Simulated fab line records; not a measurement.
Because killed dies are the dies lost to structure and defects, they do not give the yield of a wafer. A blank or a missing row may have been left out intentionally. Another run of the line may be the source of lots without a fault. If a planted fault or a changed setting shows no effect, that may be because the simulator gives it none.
fab line records | flow gf180mcu | part 2 of 2: steps 31 to 41 of 41
record lots=5 | wafers=15 | last_day=33
route steps=602 shown HV_LDD@228 NSD@235 PSD@248 SAB@264
lots with no fault: from the same line, run without faults
start_h: hours from the record's opening day to when the first of the lot's shown wafers began | wait_h: how many hours have passed since the lot's step before this one | " as in the row above | L1.1+2: a row that stands for several wafers | - either no value or no given start | * or withheld: withheld | < > ~ a bound
route shown NAME@n: NAME is a module with steps in the file, n the number in the route of the first one | usual: the fault-free wafers' mean and standard deviation | same: alike in all rows | chamber/n: place in a boat | sites: per-site readings | _std_site: the standard deviation of these | _edge_site: inner sites' mean taken away from outer sites' mean | radius_mm: for every site, how far away it sits from the centre of the wafer | mask NAME#n: copy n | behind: the tool/chamber that last shaped the wafer | hold: why the lot was held/for how many hours/how that ended | device: which transistor (n, p or np) failed to switch | end of line: tests run on the same wafers once the route is complete | a step with no rows: only its recipe | killed: dies lost to structure and defects at the first sort, not the wafer's yield | map: dies across one wafer; x = killed, . = not, _ = none there
set.NAME: the setting that was run; set.NAME@STEP: the one run at that earlier step | model.NAME: the simulator's own value behind a step, which no gauge read
a table for each step, a row for each wafer; lots at some steps of the route
services: when a tool's chamber went out of use (start_h, in hours from the record's first day, below 0 if earlier), for how many hours, and the reason
## steps
# step GF_PSD_STRIP_10
# recipe chemistry=O2/N2 | power_w=1400 | pressure_mtorr=1500 | platen_temp_c=250 | o2_flow_sccm=3000 | n2_flow_sccm=300 | overash_fraction=0.5
# usual drypump_motor_current_A=5.4/0.6 | heater_power_w=340/13 | oes_product_au=0.592/0.0043 | strip_time_to_endpoint_s=16.54/0.038
lot.wafer | tool            | chamber | start_h | wait_h | drypump_motor_current_A | heater_power_w | oes_product_au | rf_hours_counter_h | strip_time_to_endpoint_s
L076.1    | plasma_asher-04 | 0       | 333.23  | 0.1    | 5.0                     | 320            | 0.597          | 67                 | 16.54
L076.4    | "               | 0       | "       | "      | 5.0                     | 321            | 0.592          | -                  | 16.53
L076.6    | "               | 0       | "       | "      | 5.0                     | 324            | 0.591          | -                  | 16.52
L081.1    | plasma_asher-04 | 1       | 374.62  | 0.1    | 4.8                     | 358            | 0.585          | 71                 | 16.54
L081.2    | "               | 0       | "       | "      | 5.0                     | 315            | 0.590          | 71                 | 16.55
L081.5    | "               | 1       | "       | "      | 4.8                     | 353            | 0.592          | -                  | 16.54
L087.1    | plasma_asher-04 | 1       | 434.20  | 0.1    | 4.8                     | 339            | 0.605          | 0                  | 16.53
L087.3    | "               | 0       | "       | "      | 5.0                     | 346            | 0.589          | -                  | 16.53
L087.5    | "               | 1       | "       | "      | 4.8                     | 340            | 0.587          | -                  | 16.53
L089.3    | plasma_asher-02 | 0       | 454.96  | 0.1    | 5.5                     | 349            | 0.592          | -                  | 16.54
L089.5    | "               | 1       | "       | "      | 5.4                     | 338            | 0.592          | -                  | 16.48
L089.6    | "               | 0       | "       | "      | 5.5                     | 352            | 0.588          | -                  | 16.48
L093.1    | plasma_asher-04 | 1       | 489.67  | 0.1    | 4.8                     | 359            | 0.594          | 5                  | 16.56
L093.3    | "               | 1       | "       | "      | 4.8                     | 342            | 0.588          | -                  | 16.56
L093.6    | "               | 1       | "       | "      | 4.9                     | 354            | 0.585          | -                  | 16.59
# step GF_PSD_TW_MEAS_11
# usual PSD_TW=3157/12
lot.wafer | tool          | chamber | start_h | wait_h | PSD_TW
L076.1    | film_metro-03 | -       | 333.33  | 0.1    | 3140
L076.4    | "             | -       | "       | "      | 3151
L076.6    | "             | -       | "       | "      | 3163
L081.1    | film_metro-03 | -       | 374.72  | 0.1    | 3174
L081.2    | "             | -       | "       | "      | 3183
L081.5    | "             | -       | "       | "      | 3167
L087.1    | film_metro-03 | -       | 434.30  | 0.1    | 3150
L087.3    | "             | -       | "       | "      | 3167
L087.5    | "             | -       | "       | "      | 3143
L089.3    | film_metro-03 | -       | 455.05  | 0.1    | 3162
L089.5    | "             | -       | "       | "      | 3139
L089.6    | "             | -       | "       | "      | 3169
L093.1    | film_metro-04 | -       | 489.77  | 0.1    | 3170
L093.3    | "             | -       | "       | "      | 3149
L093.6    | "             | -       | "       | "      | 3161
# step GF_PSD_CLEAN_12
# recipe chemistry=SC1/SC2 | mix=1:4:20 | temp_c=70 | time_s=150 | dry=n2_spin
lot.wafer  | tool         | chamber | start_h | wait_h
L076.1+4+6 | wet_bench-02 | 0       | 333.39  | 0.1
L081.1+2+5 | wet_bench-04 | 2       | 374.78  | 0.1
L087.1+3+5 | wet_bench-02 | 3       | 434.36  | 0.1
L089.3+5+6 | wet_bench-02 | 2       | 455.09  | 0.0
L093.1+3+6 | wet_bench-04 | 2       | 489.83  | 0.1
# step GF_PSD_RTA_13
# recipe temp_c=1025 | time_s=20 | ambient=N2
# usual chamber_o2_ppm=1.999/0.023 | lamp_power_pct=38.0/0.84 | wafer_temp_C_max=1030.0/1
lot.wafer | tool          | chamber | start_h | wait_h | chamber_o2_ppm | lamp_power_pct | wafer_temp_C_max
L076.1    | rtp_anneal-01 | 0       | 333.44  | 0.0    | 1.986          | 37.5           | 1029.3
L076.4    | "             | 0       | "       | "      | 1.983          | 37.4           | 1030.6
L076.6    | "             | 0       | "       | "      | 1.998          | 37.4           | 1029.7
L081.1    | rtp_anneal-01 | 0       | 374.88  | 0.0    | 1.966          | 37.5           | 1028.3
L081.2    | "             | 0       | "       | "      | 2.020          | 37.5           | 1029.3
L081.5    | "             | 0       | "       | "      | 2.023          | 37.4           | 1030.7
L087.1    | rtp_anneal-01 | 0       | 434.41  | 0.0    | 2.002          | 37.5           | 1031.8
L087.3    | "             | 0       | "       | "      | 1.974          | 37.5           | 1029.4
L087.5    | "             | 0       | "       | "      | 1.976          | 37.4           | 1029.2
L089.3    | rtp_anneal-01 | 0       | 455.17  | 0.0    | 1.986          | 37.4           | 1028.6
L089.5    | "             | 0       | "       | "      | 1.955          | 37.4           | 1031.8
L089.6    | "             | 0       | "       | "      | 1.959          | 37.4           | 1029.5
L093.1    | rtp_anneal-02 | 0       | 489.88  | 0.0    | 2.011          | 39.4           | 1031.6
L093.3    | "             | 0       | "       | "      | 1.996          | 39.3           | 1029.2
L093.6    | "             | 0       | "       | "      | 2.005          | 39.2           | 1030.9
# step GF_PSD_RS_MEAS_14
# recipe thk_meas_gauge=four-point-probe
# usual NSD_RS=46.19/0.096
lot.wafer | tool          | chamber | start_h | wait_h | NSD_RS[ohm/sq]
L076.1    | film_metro-04 | -       | 333.53  | 0.1    | 46.16
L076.4    | "             | -       | "       | "      | 46.20
L076.6    | "             | -       | "       | "      | 46.14
L081.1    | film_metro-01 | -       | 374.96  | 0.1    | 46.01
L081.2    | "             | -       | "       | "      | 46.01
L081.5    | "             | -       | "       | "      | 46.05
L087.1    | film_metro-04 | -       | 434.49  | 0.1    | 46.19
L087.3    | "             | -       | "       | "      | 46.29
L087.5    | "             | -       | "       | "      | 46.31
L089.3    | film_metro-03 | -       | 455.26  | 0.1    | 46.17
L089.5    | "             | -       | "       | "      | 46.08
L089.6    | "             | -       | "       | "      | 46.25
L093.1    | film_metro-01 | -       | 489.97  | 0.1    | 46.36
L093.3    | "             | -       | "       | "      | 46.34
L093.6    | "             | -       | "       | "      | 46.32
# step GF_PSD_RS_MEAS_15
# recipe thk_meas_gauge=four-point-probe
# usual PSD_RS=108.7/0.32
lot.wafer | tool          | chamber | start_h | wait_h | PSD_RS[ohm/sq]
L076.1    | film_metro-04 | -       | 333.65  | 0.1    | 108.5
L076.4    | "             | -       | "       | "      | 108.5
L076.6    | "             | -       | "       | "      | 108.2
L081.1    | film_metro-01 | -       | 375.08  | 0.1    | 108.1
L081.2    | "             | -       | "       | "      | 108.1
L081.5    | "             | -       | "       | "      | 108.3
L087.1    | film_metro-04 | -       | 434.61  | 0.1    | 109.2
L087.3    | "             | -       | "       | "      | 109.3
L087.5    | "             | -       | "       | "      | 109.1
L089.3    | film_metro-03 | -       | 455.38  | 0.1    | 108.2
L089.5    | "             | -       | "       | "      | 108.1
L089.6    | "             | -       | "       | "      | 108.2
L093.1    | film_metro-01 | -       | 490.09  | 0.1    | 109.1
L093.3    | "             | -       | "       | "      | 108.8
L093.6    | "             | -       | "       | "      | 108.9
# step GF_SAB_CVD_00
# recipe material=SiO2 | target_thk_nm=50 | precursor=TEOS | temp_c=400 | time_s=4.9302 | rf_w=600
# usual heater_power_w=700/100
lot.wafer | tool     | chamber | start_h | wait_h | heater_power_w
L076.1    | pecvd-03 | 1       | 333.77  | 0.1    | 934
L076.4    | "        | 2       | "       | "      | 718
L076.6    | "        | 1       | "       | "      | 949
L081.1    | pecvd-03 | 0       | 375.20  | 0.1    | 683
L081.2    | "        | 2       | "       | "      | 749
L081.5    | "        | 1       | "       | "      | 801
L087.1    | pecvd-04 | 1       | 434.73  | 0.1    | 741
L087.3    | "        | 0       | "       | "      | 554
L087.5    | "        | 1       | "       | "      | 787
L089.3    | pecvd-04 | 1       | 455.46  | 0.1    | 790
L089.5    | "        | 2       | "       | "      | 664
L089.6    | "        | 1       | "       | "      | 810
L093.1    | pecvd-04 | 2       | 490.21  | 0.1    | 577
L093.3    | "        | 1       | "       | "      | 773
L093.6    | "        | 0       | "       | "      | 563
# step GF_SAB_THK_MEAS_01
# recipe reads=SiO2_of_SAB_CVD_00
# usual SAB_CVD_00_THK=50.0/0.6
lot.wafer | tool          | chamber | start_h | wait_h | SAB_CVD_00_THK[nm]
L076.1    | film_metro-01 | -       | 333.78  | 0.0    | 49.8
L076.4    | "             | -       | "       | "      | 49.8
L076.6    | "             | -       | "       | "      | 50.4
L081.1    | film_metro-03 | -       | 375.22  | 0.0    | 50.5
L081.2    | "             | -       | "       | "      | 49.9
L081.5    | "             | -       | "       | "      | 51.3
L087.1    | film_metro-02 | -       | 434.75  | 0.0    | 50.4
L087.3    | "             | -       | "       | "      | 50.1
L087.5    | "             | -       | "       | "      | 50.8
L089.3    | film_metro-01 | -       | 455.50  | 0.0    | 49.4
L089.5    | "             | -       | "       | "      | 50.6
L089.6    | "             | -       | "       | "      | 50.2
L093.1    | film_metro-03 | -       | 490.23  | 0.0    | 49.5
L093.3    | "             | -       | "       | "      | 49.7
L093.6    | "             | -       | "       | "      | 50.4
# step GF_SAB_DEHYDRATE_02
# recipe temp_c=200 | time_s=60
lot.wafer  | tool           | chamber | start_h | wait_h
L076.1+4+6 | litho_track-01 | 0       | 342.54  | 8.7
L081.1+2+5 | litho_track-01 | 0       | 386.19  | 11.0
L087.1+3+5 | litho_track-01 | 0       | 446.59  | 11.8
L089.3+5+6 | litho_track-03 | 0       | 467.12  | 11.6
L093.1+3+6 | litho_track-01 | 0       | 501.09  | 10.9
# step GF_SAB_HMDS_03
# recipe prime_time_s=60 | prime_temp_c=120
# usual prime_temp_c=119.99/0.12
lot.wafer | tool           | chamber | start_h | wait_h | prime_temp_c
L076.1    | litho_track-01 | 0       | 342.69  | 0.1    | 120.21
L076.4    | "              | 0       | "       | "      | 120.02
L076.6    | "              | 0       | "       | "      | 120.08
L081.1    | litho_track-01 | 0       | 386.34  | 0.1    | 120.01
L081.2    | "              | 0       | "       | "      | 120.01
L081.5    | "              | 0       | "       | "      | 119.98
L087.1    | litho_track-01 | 0       | 446.74  | 0.1    | 120.16
L087.3    | "              | 0       | "       | "      | 119.96
L087.5    | "              | 0       | "       | "      | 120.03
L089.3    | litho_track-03 | 0       | 467.27  | 0.1    | 119.97
L089.5    | "              | 0       | "       | "      | 120.02
L089.6    | "              | 0       | "       | "      | 119.89
L093.1    | litho_track-01 | 0       | 501.24  | 0.1    | 120.26
L093.3    | "              | 0       | "       | "      | 119.92
L093.6    | "              | 0       | "       | "      | 120.05
# step GF_SAB_COAT_04
# recipe resist=NOVOLAK | spin_rpm=3000 | resist_thk_nm=1000
lot.wafer  | tool           | chamber | start_h | wait_h
L076.1+4+6 | litho_track-01 | 0       | 342.84  | 0.1
L081.1+2+5 | litho_track-01 | 0       | 386.49  | 0.1
L087.1+3+5 | litho_track-01 | 0       | 446.89  | 0.1
L089.3+5+6 | litho_track-03 | 0       | 467.42  | 0.1
L093.1+3+6 | litho_track-01 | 0       | 501.39  | 0.1
## services
tool             | chamber | start_h | hours | kind
iline_stepper-01 | -       | 267.71  | 2.1   | pm
lpcvd-01         | -       | 273.74  | 0.7   | repair
implanter-04     | -       | 292.27  | 1.9   | repair
implanter-04     | -       | 305.67  | 2.8   | repair
plasma_asher-02  | -       | 309.20  | 1.3   | repair
plasma_asher-02  | -       | 310.23  | 2.5   | repair
implanter-04     | -       | 337.40  | 13.4  | pm
rie_diel-03      | 2       | 342.12  | 3.3   | repair
plasma_asher-02  | -       | 342.85  | 2.8   | pm
lpcvd-01         | -       | 356.67  | 6.1   | pm
pecvd-04         | -       | 368.88  | 14.0  | pm
plasma_asher-04  | -       | 379.23  | 12.2  | repair
pecvd-04         | -       | 390.16  | 1.5   | repair
rie_diel-03      | -       | 401.95  | 0.5   | repair
implanter-01     | -       | 416.92  | 4.1   | pm
implanter-03     | -       | 420.39  | 2.5   | repair
plasma_asher-04  | -       | 421.25  | 9.0   | pm
plasma_asher-02  | -       | 424.10  | 0.6   | repair
pecvd-04         | 2       | 431.68  | 2.3   | repair
implanter-04     | -       | 440.07  | 1.7   | repair
plasma_asher-04  | -       | 470.00  | 5.8   | repair
iline_stepper-01 | -       | 470.06  | 1.7   | pm
lpcvd-02         | -       | 484.68  | 2.8   | pm
pecvd-04         | 1       | 496.10  | 6.7   | repair
